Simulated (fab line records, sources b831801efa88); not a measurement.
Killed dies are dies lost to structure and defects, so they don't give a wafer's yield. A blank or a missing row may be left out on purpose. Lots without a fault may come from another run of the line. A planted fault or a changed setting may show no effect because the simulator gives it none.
Chamber matching | flow gf180mcu | GF_V5_CVD_02 on pecvd-03: 3 sister chambers
The step deposits SiO2 from TEOS, target thk 1450 nm, time 163.28 s. 3 wafers are shown with their chamber, then 7 later ones without.

WAFERS WITH THEIR CHAMBER
wafer  | chamber | heater_power_w (W)
L809.2 | 2       | 698
L809.3 | 1       | 646
L808.4 | 0       | 579

WAFERS WITHOUT THEIR CHAMBER
wafer  | heater_power_w (W)
L808.6 | 555
L814.3 | 564
L814.5 | 652
L814.6 | 700
L815.3 | 671
L815.4 | 666
L815.6 | 707

WHICH CHAMBER EACH WENT THROUGH
wafer  | from the rows above     | in truth
L808.6 | 0                       | 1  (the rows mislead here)
L814.3 | 0                       | 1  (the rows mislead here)
L814.5 | 1                       | 1
L814.6 | 2                       | 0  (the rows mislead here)
L815.3 | can't be placed: 1 or 2 | 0
L815.4 | can't be placed: 1 or 2 | 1
L815.6 | 2                       | 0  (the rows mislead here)
Placed correctly: 1 of 7. Can't be placed from these rows: 2 (the true chamber is among the candidates in 1). Placed wrongly: 4.
How it was worked out, from the rows above alone: a wafer's distance from a chamber is the root of the sum, over the readings, of the square of ((its reading less the chamber's mean) divided by the reading's scatter). The wafer belongs to the nearest chamber; if the next one is less than 2 further off, it can't be placed. A chamber's mean is the mean of its shown wafers. The scatter: with one shown wafer a chamber, the root of the mean of the squares of how far each hidden wafer lies from its nearest shown one.
